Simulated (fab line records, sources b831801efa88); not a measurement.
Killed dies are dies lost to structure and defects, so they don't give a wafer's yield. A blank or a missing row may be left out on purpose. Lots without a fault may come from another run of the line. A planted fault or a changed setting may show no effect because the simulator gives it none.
Chamber matching | flow sky130 | SKY_LI_CONTACT_ETCH_14 on rie_diel-04: 4 sister chambers
The step etches BARC in N2/H2, stops on SiO2, time 45.9 s, target depth 60 nm. 4 wafers are shown with their chamber, then 9 later ones without.

WAFERS WITH THEIR CHAMBER
wafer  | chamber | drypump_motor_current_A (A)
L087.5 | 2       | 5.6
L088.1 | 0       | 5.5
L088.2 | 3       | 5.4
L088.3 | 1       | 5.5

WAFERS WITHOUT THEIR CHAMBER
wafer  | drypump_motor_current_A (A)
L091.1 | 5.4
L091.3 | 5.6
L091.6 | 5.6
L092.2 | 5.6
L092.3 | 5.5
L092.4 | 5.6
L095.1 | 5.5
L095.3 | 5.7
L095.6 | 5.5

WHICH CHAMBER EACH WENT THROUGH
wafer  | from the rows above     | in truth
L091.1 | 3                       | 3
L091.3 | 2                       | 2
L091.6 | 2                       | 2
L092.2 | 2                       | 2
L092.3 | can't be placed: 0 or 1 | 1
L092.4 | 2                       | 2
L095.1 | can't be placed: 0 or 1 | 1
L095.3 | 2                       | 2
L095.6 | can't be placed: 0 or 1 | 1
Placed correctly: 6 of 9. Can't be placed from these rows: 3 (the true chamber is among the candidates in 3). Placed wrongly: 0.
How it was worked out, from the rows above alone: a wafer's distance from a chamber is the root of the sum, over the readings, of the square of ((its reading less the chamber's mean) divided by the reading's scatter). The wafer belongs to the nearest chamber; if the next one is less than 2 further off, it can't be placed. A chamber's mean is the mean of its shown wafers. The scatter: with one shown wafer a chamber, the root of the mean of the squares of how far each hidden wafer lies from its nearest shown one.
